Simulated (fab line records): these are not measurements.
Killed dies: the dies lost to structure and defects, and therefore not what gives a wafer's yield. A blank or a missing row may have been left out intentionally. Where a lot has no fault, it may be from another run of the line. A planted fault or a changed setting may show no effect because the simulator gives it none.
Chamber matching :: flow sky130 :: cmp-02 running SKY_LI_CONTACT_CMP_02: 4 sister chambers
The step polishes PSG. 8 wafers are shown with their chamber, then 9 later ones without.

## WAFERS WITH THEIR CHAMBER
wafer: L918.1
chamber: 1
motor_current_A (A): 12.2
time_to_endpoint_s (s): 33

wafer: L919.2
chamber: 0
motor_current_A (A): 11.8
time_to_endpoint_s (s): 33

wafer: L919.6
chamber: 2
motor_current_A (A): 12.9
time_to_endpoint_s (s): 28

wafer: L922.4
chamber: 0
motor_current_A (A): 11.2
time_to_endpoint_s (s): 31

wafer: L922.5
chamber: 3
motor_current_A (A): 11.7
time_to_endpoint_s (s): 30

wafer: L927.1
chamber: 2
motor_current_A (A): 12.9
time_to_endpoint_s (s): 28

wafer: L927.3
chamber: 3
motor_current_A (A): 13.1
time_to_endpoint_s (s): 28

wafer: L927.5
chamber: 1
motor_current_A (A): 12.2
time_to_endpoint_s (s): 37

## WAFERS WITH NO CHAMBER GIVEN
wafer: L928.1
motor_current_A (A): 12.1
time_to_endpoint_s (s): 29

wafer: L928.3
motor_current_A (A): 12.7
time_to_endpoint_s (s): 32

wafer: L928.5
motor_current_A (A): 13.2
time_to_endpoint_s (s): 30

wafer: L931.1
motor_current_A (A): 11.0
time_to_endpoint_s (s): 33

wafer: L931.3
motor_current_A (A): 13.0
time_to_endpoint_s (s): 31

wafer: L931.4
motor_current_A (A): 12.4
time_to_endpoint_s (s): 40

wafer: L930.1
motor_current_A (A): 11.5
time_to_endpoint_s (s): 35

wafer: L930.2
motor_current_A (A): 13.1
time_to_endpoint_s (s): 30

wafer: L930.4
motor_current_A (A): 12.4
time_to_endpoint_s (s): 31

## WHICH CHAMBER EACH ONE RAN IN
wafer: L928.1
from the rows above: can't be placed: 3 or 2 or 0
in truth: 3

wafer: L928.3
from the rows above: can't be placed: 3 or 1 or 0 or 2
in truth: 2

wafer: L928.5
from the rows above: can't be placed: 2 or 3
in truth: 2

wafer: L931.1
from the rows above: can't be placed: 0 or 1
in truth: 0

wafer: L931.3
from the rows above: can't be placed: 3 or 2 or 1 or 0
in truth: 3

wafer: L931.4
from the rows above: 1
in truth: 1

wafer: L930.1
from the rows above: can't be placed: 1 or 0
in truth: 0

wafer: L930.2
from the rows above: can't be placed: 2 or 3 or 0
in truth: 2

wafer: L930.4
from the rows above: can't be placed: 3 or 0 or 2 or 1
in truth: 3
1 of 9 placed correctly. Not placeable from these rows: 8 (in 8, the candidates include the true chamber). 0 placed wrongly.
How it was worked out, from the rows above alone: a wafer's distance from a chamber is the root of the sum, over the readings, of the square of ((its reading less the chamber's mean) divided by the reading's scatter). The wafer belongs to the nearest chamber; if the next one is less than 2 further off, it can't be placed. For every chamber, the mean is computed from those of its wafers that are shown. The scatter: take each reading less its chamber's mean, square it, sum over the shown wafers, divide by the number of wafers less the number of chambers, and take the root.
